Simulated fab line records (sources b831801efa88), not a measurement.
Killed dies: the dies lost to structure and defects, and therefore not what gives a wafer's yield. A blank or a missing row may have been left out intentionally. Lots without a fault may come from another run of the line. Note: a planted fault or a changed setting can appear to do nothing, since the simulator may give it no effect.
What tool caused it? + flow sky130 + 7 lots with 20 wafers sampled at 3 steps, on a route of 708 steps

## WHAT EACH GAUGE READ, for each wafer
SKY_PWDE_TW_MEAS_10.
| lot  | measured    | on            | PWDE_TW           |
|------|-------------|---------------|-------------------|
| L913 | day 4 04:46 | film_metro-02 | 372.2 374.2 373.0 |
| L915 | day 4 14:46 | film_metro-01 | 373.7 374.1 374.5 |
| L918 | day 5 08:33 | film_metro-03 | 371.0 372.4 369.3 |
| L926 | day 7 03:17 | film_metro-02 | 376.2 30.1        |
| L928 | day 7 16:21 | film_metro-02 | 374.9 376.7 378.1 |
| L930 | day 8 04:41 | film_metro-02 | 375.0 373.9 378.0 |
| L935 | day 9 05:41 | film_metro-01 | 375.4 376.8 377.3 |

## WHICH TOOL RAN EACH LOT (tool, then ch and the chambers of the sampled wafers, then the start)
| lot  | SKY_DNWELL_STRIP_08                 | SKY_PWDE_DEVELOP_06              |
|------|-------------------------------------|----------------------------------|
| L913 | plasma_asher-03 ch 0,1, day 3 11:28 | litho_track-04 ch 0, day 4 04:00 |
| L915 | plasma_asher-04 ch 0,1, day 3 20:37 | litho_track-03 ch 0, day 4 14:00 |
| L918 | plasma_asher-04 ch 0,1, day 4 13:30 | litho_track-03 ch 0, day 5 08:00 |
| L926 | plasma_asher-04 ch 0,1, day 6 07:53 | litho_track-04 ch 0, day 7 02:00 |
| L928 | plasma_asher-03 ch 0,1, day 6 20:33 | litho_track-03 ch 0, day 7 15:00 |
| L930 | plasma_asher-01 ch 0,1, day 7 07:40 | litho_track-01 ch 0, day 8 04:00 |
| L935 | plasma_asher-01 ch 0,1, day 8 08:32 | litho_track-01 ch 0, day 9 05:00 |
- SKY_DNWELL_STRIP_08: strips in O2/N2.
- SKY_PWDE_DEVELOP_06: develop time 60 s.

## THE ANSWER, worked out from the rows above alone
Rule: the lots themselves supply what counts as usual. The widest of any qualifying gaps counts: lots, ordered by their means at a reading, are off when they make up no more than a third of the lots, leave a main group of 4 or more, and stand apart from it by 3 or more times the standard deviation of that group's means. Not used: any main group whose means are identical at the precision the tables above print for the reading. A lot without any number at a reading at which 4 lots or more have one is off too. All remaining lots with rows at the step are treated as sound.
Off: L926, seen at SKY_PWDE_TW_MEAS_10 (PWDE_TW). Mean 374.5 and standard deviation 2 in the main group.
A tool fits if, at a process step before that reading, it ran every lot that is off, and no sound lot after the first of them. The gauges at SKY_PWDE_TW_MEAS_10 are tried like those tools. Undecided on this evidence; 2 tools fit (plasma_asher-04 at SKY_DNWELL_STRIP_08, litho_track-04 at SKY_PWDE_DEVELOP_06).

## WHAT THE SIMULATOR PUT IN
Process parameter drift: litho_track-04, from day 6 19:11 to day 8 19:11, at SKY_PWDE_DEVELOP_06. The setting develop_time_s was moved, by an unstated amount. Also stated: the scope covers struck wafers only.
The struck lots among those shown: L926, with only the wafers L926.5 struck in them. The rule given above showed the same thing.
